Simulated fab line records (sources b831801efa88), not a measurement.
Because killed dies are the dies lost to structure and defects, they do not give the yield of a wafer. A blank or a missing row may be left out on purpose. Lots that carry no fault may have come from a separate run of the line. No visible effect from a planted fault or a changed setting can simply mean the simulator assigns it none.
What tool caused it? | flow sky130 | Sampling: 15 lots, 45 wafers, 4 of 708 route steps

== WHAT EACH GAUGE READ, for each wafer ==
SKY_FIELD_ISO_CD_MEAS_13: the cd target is 150 nm. Usual: cd_nm reads 150.1 nm (standard deviation 1.4).
lot  | measured    | on        | cd_nm (nm)        | flag
L392 | day 2 07:54 | cd_sem-02 | 148.7 150.6 148.9 |
L393 | day 2 10:10 | cd_sem-01 | 149.0 150.4 151.0 |
L394 | day 2 16:03 | cd_sem-01 | 150.6 149.9 150.9 |
L395 | day 2 22:58 | cd_sem-02 | 151.1 150.9 150.3 |
L397 | day 3 07:58 | cd_sem-02 | 149.6 146.9 148.5 |
L398 | day 3 12:10 | cd_sem-02 | 149.8 149.9 150.5 |
L399 | day 3 19:34 | cd_sem-02 | 149.8 149.1 149.5 |
L401 | day 4 04:22 | cd_sem-02 | 150.0 151.7 150.1 |
L402 | day 4 07:53 | cd_sem-01 | 150.7 150.8 152.5 |
L403 | day 4 15:17 | cd_sem-02 | 149.2 148.9 148.5 |
L404 | day 4 19:03 | cd_sem-01 | 150.0 148.7 148.8 |
L405 | day 4 22:59 | cd_sem-01 | 148.3 146.7 146.8 |
L410 | day 6 02:25 | cd_sem-02 | 148.9 148.9 149.9 |
L411 | day 6 07:31 | cd_sem-01 | 151.0 151.3 150.4 |
L412 | day 6 12:46 | cd_sem-02 | 150.2 151.0 150.8 |

SKY_FIELD_ISO_THK_MEAS_23. Usual: FIELD_ISO_OXIDATION_01_THK gives 10.06 nm (standard deviation 0.19).
lot  | measured    | on            | FIELD_ISO_OXIDATION_01_THK (nm) | flag
L392 | day 2 09:45 | film_metro-02 | 9.93 9.98 10.18                 |
L393 | day 2 12:54 | film_metro-04 | 9.80 10.12 9.81                 |
L394 | day 2 18:48 | film_metro-04 | 10.11 10.18 10.14               |
L395 | day 3 01:19 | film_metro-04 | 10.12 9.98 10.14                |
L397 | day 3 11:07 | film_metro-02 | 9.86 9.75 9.84                  |
L398 | day 3 14:01 | film_metro-03 | 10.34 10.39 10.34               |
L399 | day 3 21:44 | film_metro-04 | 10.24 10.15 10.16               |
L401 | day 4 06:12 | film_metro-03 | 10.19 10.03 10.16               |
L402 | day 4 10:26 | film_metro-02 | 4.12 4.03 4.17                  | OFF
L403 | day 4 17:17 | film_metro-04 | 10.22 10.22 10.04               |
L404 | day 4 21:32 | film_metro-04 | 4.56 4.62 4.62                  | OFF
L405 | day 5 01:36 | film_metro-04 | 4.08 4.16 4.09                  | OFF
L410 | day 6 05:06 | film_metro-02 | 10.32 10.27 10.27               |
L411 | day 6 09:23 | film_metro-04 | 10.17 10.02 10.30               |
L412 | day 6 15:01 | film_metro-02 | 10.16 10.41 10.19               |

SKY_NWELL_THK_MEAS_02. Usual: NWELL_OXIDATION_THK gives 10.11 nm (standard deviation 0.19).
lot  | measured    | on            | NWELL_OXIDATION_THK (nm) | flag
L392 | day 2 15:41 | film_metro-03 | 9.84 9.98 10.11          |
L393 | day 2 16:56 | film_metro-02 | 10.25 10.21 10.18        |
L394 | day 3 00:23 | film_metro-01 | 9.84 10.07 10.03         |
L395 | day 3 05:55 | film_metro-03 | 10.25 10.09 10.11        |
L397 | day 3 16:34 | film_metro-03 | 9.67 10.00 9.74          |
L398 | day 3 21:22 | film_metro-03 | 10.15 10.00 10.05        |
L399 | day 4 03:04 | film_metro-03 | 10.30 10.43 10.46        |
L401 | day 4 11:02 | film_metro-03 | 10.33 10.27 10.27        |
L402 | day 4 15:02 | film_metro-03 | 10.06 10.05 10.02        |
L403 | day 4 21:53 | film_metro-01 | 10.15 10.31 10.13        |
L404 | day 5 02:17 | film_metro-03 | 9.76 9.92 9.99           |
L405 | day 5 06:37 | film_metro-03 | 10.08 10.30 10.30        |
L410 | day 6 10:39 | film_metro-03 | 10.20 10.21 10.16        |
L411 | day 6 13:33 | film_metro-02 | 10.18 10.04 10.09        |
L412 | day 6 20:17 | film_metro-02 | 10.57 10.41 10.40        |

== TOOL THAT RAN EACH LOT (tool first, then ch and the chambers of the sampled wafers, then the start) ==
lot  | SKY_FIELD_ISO_OXIDATION_22
L392 | furnace-02 ch 0, day 2 08:35
L393 | furnace-01 ch 0, day 2 11:44
L394 | furnace-02 ch 0, day 2 17:38
L395 | furnace-01 ch 0, day 3 00:08
L397 | furnace-02 ch 0, day 3 09:56
L398 | furnace-02 ch 0, day 3 12:50
L399 | furnace-01 ch 0, day 3 20:34
L401 | furnace-02 ch 0, day 4 05:02
L402 | furnace-01 ch 0, day 4 09:14
L403 | furnace-02 ch 0, day 4 16:05
L404 | furnace-01 ch 0, day 4 20:22
L405 | furnace-01 ch 0, day 5 00:25
L410 | furnace-02 ch 0, day 6 03:55
L411 | furnace-02 ch 0, day 6 08:13
L412 | furnace-02 ch 0, day 6 13:49
- SKY_FIELD_ISO_OXIDATION_22: stabilise 600 s, purge 300 s, target thk 10 nm.

== WHAT THE TOOLS THEMSELVES READ (means of the sampled wafers that have a number; where no wafer has one, the mark that the record gives instead) ==
SKY_FIELD_ISO_OXIDATION_22. Usual: ox_temp_c_max reads 955.6 (standard deviation 1.2).
lot  | tool       | ox_temp_c_max | flag
L392 | furnace-02 | 955.1         |
L393 | furnace-01 | 954.1         |
L394 | furnace-02 | 957.6         |
L395 | furnace-01 | 955.2         |
L397 | furnace-02 | 956.3         |
L398 | furnace-02 | 957.5         |
L399 | furnace-01 | 954.4         |
L401 | furnace-02 | 956.0         |
L402 | furnace-01 | 955.2         |
L403 | furnace-02 | 956.4         |
L404 | furnace-01 | 954.9         |
L405 | furnace-01 | 955.0         |
L410 | furnace-02 | 956.6         |
L411 | furnace-02 | 957.1         |
L412 | furnace-02 | 956.2         |

== THE ANSWER, worked out from the rows above alone ==
Rule: lot off if the mean of its wafers having a number is beyond 3 standard deviations from the usual mean. A lot without any number at a reading at which 4 lots or more have one is off too. Any other lot the step has rows for is counted as sound. After the gauges, taken in route order, come the tools' own readings; for these a lot's mean is taken, as printed above. The first step at which some lot is off is used, and at that step the reading that is off furthest; a lot without a number counts as furthest.
Off: L402, L404, L405, seen at SKY_FIELD_ISO_THK_MEAS_23 (FIELD_ISO_OXIDATION_01_THK).
A tool fits if, at a process step before that reading, it ran every lot that is off, and no sound lot after the first of them. Those tools and the gauges at SKY_FIELD_ISO_THK_MEAS_23 are tried in the same way. One candidate fits, namely furnace-01 at SKY_FIELD_ISO_OXIDATION_22. A fault onset in the window from L399 (day 3 20:34, its last sound lot) to L402 (day 4 09:14, its first lot off) fits.

== WHAT THE SIMULATOR PUT IN ==
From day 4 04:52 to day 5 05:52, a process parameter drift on furnace-01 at SKY_FIELD_ISO_OXIDATION_22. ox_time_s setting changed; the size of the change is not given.
Shown lots that were struck: L402, L404, L405. The same result came from the rule above.
